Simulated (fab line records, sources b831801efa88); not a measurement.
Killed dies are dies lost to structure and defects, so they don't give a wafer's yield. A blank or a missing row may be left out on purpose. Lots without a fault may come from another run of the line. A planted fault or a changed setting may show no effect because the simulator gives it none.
Split-lot experiment | flow gf180mcu | 5 lots, 23 wafers read, on a route of 602 steps

THE SPLIT
At GF_TOP_METAL_EXPOSE_11 (exposes mask MetalTop, target cd 440 nm), the setting dose_mj was moved away from the recipe's 170 on 9 of the 23 wafers read, by -7.0% to +5.5%. The other wafers ran this setting at the recipe's value.

FROM THE SPLIT TO THE READING: what the file shows between them, 2 steps
- GF_TOP_METAL_PEB_12
- GF_TOP_METAL_DEVELOP_13: develop time 60 s

THE READING
cd_nm, in nm, at GF_TOP_METAL_CD_MEAS_14 (target cd 440 nm). Fault-free wafers of this fab line usually give 440.2 nm, standard deviation 2.2 nm.

wafer  | tool, chamber at the split | dose_mj as run | against the recipe | cd_nm, nm | against lot-mates on the recipe
L076.1 | iline_stepper-01, 0        | 170            | recipe             | 438.6     | -
L076.2 | iline_stepper-01, 0        | 164.2          | -3.4%              | 448.4     | +8.6
L076.3 | iline_stepper-01, 0        | 164.2          | -3.4%              | 449.9     | +10.1
L076.4 | iline_stepper-01, 0        | 170            | recipe             | 441.1     | -
L076.5 | iline_stepper-01, 0        | 170            | recipe             | 439.7     | -
L079.2 | iline_stepper-02, 0        | 170            | recipe             | 437.9     | -
L079.3 | iline_stepper-02, 0        | 170            | recipe             | 438.1     | -
L079.6 | iline_stepper-02, 0        | 170            | recipe             | 438.3     | -
L083.2 | iline_stepper-01, 0        | 170            | recipe             | 442.2     | -
L083.3 | iline_stepper-01, 0        | 174.7          | +2.8%              | 435.8     | -5.9
L083.4 | iline_stepper-01, 0        | 174.7          | +2.8%              | 433.3     | -8.4
L083.5 | iline_stepper-01, 0        | 174.7          | +2.8%              | 434.4     | -7.3
L083.6 | iline_stepper-01, 0        | 170            | recipe             | 441.2     | -
L084.1 | iline_stepper-01, 0        | 170            | recipe             | 437.4     | -
L084.2 | iline_stepper-01, 0        | 158.1          | -7.0%              | 456.8     | +19.3
L084.3 | iline_stepper-01, 0        | 158.1          | -7.0%              | 455.2     | +17.7
L084.5 | iline_stepper-01, 0        | 170            | recipe             | 437.8     | -
L084.6 | iline_stepper-01, 0        | 170            | recipe             | 437.2     | -
L085.1 | iline_stepper-02, 0        | 170            | recipe             | 440.2     | -
L085.2 | iline_stepper-02, 0        | 179.4          | +5.5%              | 425.4     | -15.3
L085.3 | iline_stepper-02, 0        | 179.4          | +5.5%              | 425.4     | -15.3
L085.4 | iline_stepper-02, 0        | 170            | recipe             | 440.0     | -
L085.5 | iline_stepper-02, 0        | 170            | recipe             | 441.9     | -

THE FIT
A straight line over all 23 wafers: cd_nm changes by -2.41 nm for each +1% of dose_mj; r = -0.98; the points scatter about the line by 1.7 nm.
The same after taking each lot's own level away (the mean of its wafers on the recipe; 23 wafers): -2.69 nm for each +1%; r = -1.00; scatter 0.77 nm.
On that fit, the largest move of dose_mj shifts the reading by 19 nm.
The lots' own levels span 437.47 to 441.70 nm, that is 1.9 times the standard deviation above.
So the lot-to-lot level changes the slope: the two fits differ.
Check: with one of the wafers moved furthest among these (-7.0%) left out of the fit, the line predicts +18.6 nm for it against its lot-mates. It came out at +19.3 nm against them.

OTHER SPLITS ON THESE WAFERS
These wafers also went through other splits before the reading. Each is held against what the fit with the lots' levels taken away leaves over:
other split on the same wafers       | wafers away from the commonest value | r with cd_nm (lot level and that fit taken away)
GF_V1_SPUTTER_21 power_w             | 5                                    | -0.05
GF_M2_SPUTTER_02 chamber_pressure_pa | 15                                   | +0.05
GF_V2_SPUTTER_21 chamber_pressure_pa | 15                                   | -0.04
GF_M4_SPUTTER_03 power_w             | 7                                    | +0.10
GF_MIM_SPUTTER_09 power_w            | 8                                    | -0.16
GF_TOP_METAL_SPUTTER_02 time_s       | 8                                    | +0.20
GF_TOP_METAL_SPUTTER_03 power_w      | 12                                   | -0.02

THE FILE'S OWN FIT
cd_nm changes by -2.7 nm for each +1% of dose_mj, r = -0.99.
